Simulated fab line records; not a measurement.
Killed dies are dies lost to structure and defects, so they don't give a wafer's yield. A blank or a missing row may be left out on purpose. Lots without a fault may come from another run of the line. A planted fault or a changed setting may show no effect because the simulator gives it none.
The tool behind it: which one? | flow gf180mcu | 21 wafers from 7 lots sampled at 3 of the route's 602 steps

== WHAT THE GAUGES READ, wafer by wafer ==
GF_M1_OVL_MEAS_15.
lot  | measured     | on         | M1_OVL (nm)
L745 | day 20 16:32 | overlay-01 | 2 5 6
L748 | day 21 16:38 | overlay-01 | 2 3 -3
L750 | day 22 10:11 | overlay-02 | 5 6 2
L753 | day 23 07:26 | overlay-01 | -4 2 -1
L755 | day 24 01:08 | overlay-02 | -1 2 8
L757 | day 24 16:17 | overlay-01 | -4 -3 3
L759 | day 25 09:47 | overlay-01 | -4 -3 -11

== TOOL THAT RAN EACH LOT (tool first, then ch and the chambers of the sampled wafers, then the start) ==
lot  | GF_SALICIDE_SPUTTER_02       | GF_M1_SPUTTER_01
L745 | pvd sputter-04, day 18 09:35 | pvd sputter-01, day 19 15:49
L748 | pvd sputter-04, day 19 13:47 | pvd sputter-02, day 20 17:06
L750 | pvd sputter-01, day 20 08:01 | pvd sputter-01, day 21 10:26
L753 | pvd sputter-02, day 21 05:37 | pvd sputter-03, day 22 08:05
L755 | pvd sputter-02, day 22 01:50 | pvd sputter-01, day 23 03:18
L757 | pvd sputter-01, day 22 17:14 | pvd sputter-03, day 23 18:13
L759 | pvd sputter-01, day 23 12:13 | pvd sputter-03, day 24 13:17
- GF_SALICIDE_SPUTTER_02: material Co, target thk 10 nm, time 20 s.
- GF_M1_SPUTTER_01: material TiN, target thk 30 nm, time 25 s.

== THE ANSWER, worked out from the rows above alone ==
Rule: the lots themselves supply what counts as usual. Put in order of their means at a reading, lots are off if they are a third of the lots or fewer, leave a main group of 4 or more, and stand apart from it by a gap of 3 or more times the standard deviation of the main group's means; of several such gaps the widest counts. Not used: any main group whose means are identical at the precision the tables above print for the reading. A lot without any number at a reading at which 4 lots or more have one is off too. Where the step has rows for the other lots, those lots are counted as sound.
No lot is off at any reading shown: from this, nothing can be told.

== WHAT WAS PUT IN BY THE SIMULATOR ==
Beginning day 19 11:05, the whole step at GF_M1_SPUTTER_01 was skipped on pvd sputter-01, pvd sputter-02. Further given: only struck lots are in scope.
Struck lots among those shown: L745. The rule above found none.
